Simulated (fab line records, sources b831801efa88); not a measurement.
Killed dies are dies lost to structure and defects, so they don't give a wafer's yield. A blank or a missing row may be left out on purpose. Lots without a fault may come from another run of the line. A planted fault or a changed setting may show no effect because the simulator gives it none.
Which tool did it? | flow gf180mcu | 13 lots, 39 wafers sampled, at 1 step of a route of 602

WHAT THE GAUGES READ, wafer by wafer
GF_STI_BOW_MEAS_00. Usual: INCOMING_BOW 0 um, standard deviation 5.7.
lot  | measured    | on            | INCOMING_BOW (um) | flag
L810 | day 1 15:01 | film_metro-01 | 4 9 -6            |
L812 | day 2 01:00 | film_metro-02 | 1 -7 6            |
L814 | day 2 11:00 | film_metro-02 | 13 7 -12          |
L815 | day 2 16:00 | film_metro-01 | 6 -10 8           |
L817 | day 3 02:04 | film_metro-04 | 5 -4 -8           |
L820 | day 3 17:01 | film_metro-04 | 0 -6 -1           |
L822 | day 4 03:00 | film_metro-01 | 1 4 2             |
L826 | day 4 23:00 | film_metro-01 | -5 4 -5           |
L827 | day 5 04:01 | film_metro-01 | -5 -2 8           |
L828 | day 5 09:01 | film_metro-04 | 3 -4 -1           |
L829 | day 5 14:01 | film_metro-01 | -1 -1 -3          |
L830 | day 5 19:00 | film_metro-01 | 4 13 -11          |
L831 | day 6 00:00 | film_metro-01 | -3 6 -8           |

WHICH TOOL RAN EACH LOT (tool, then ch and the chambers of the sampled wafers, then the start)
The record holds no process step before these readings.

WHAT THE TOOLS THEMSELVES READ (means of the sampled wafers that have a number; where no wafer has one, the mark that the record gives instead)
The record holds no such reading with a usual standard deviation.

THE ANSWER, worked out from the rows above alone
Rule: a lot is off if the mean of its wafers that have a number lies more than 3 standard deviations from the usual mean. A lot without any number at a reading at which 4 lots or more have one is off too. The other lots that the step has rows for count as sound. The gauges are gone through in route order, then the tools' own readings, and for those a lot's mean is taken as printed above. The first step at which some lot is off is used, and at that step the reading that is off furthest; a lot without a number counts as furthest.
No lot is off at any reading shown: from this, nothing can be told.

WHAT THE SIMULATOR HAD PUT IN
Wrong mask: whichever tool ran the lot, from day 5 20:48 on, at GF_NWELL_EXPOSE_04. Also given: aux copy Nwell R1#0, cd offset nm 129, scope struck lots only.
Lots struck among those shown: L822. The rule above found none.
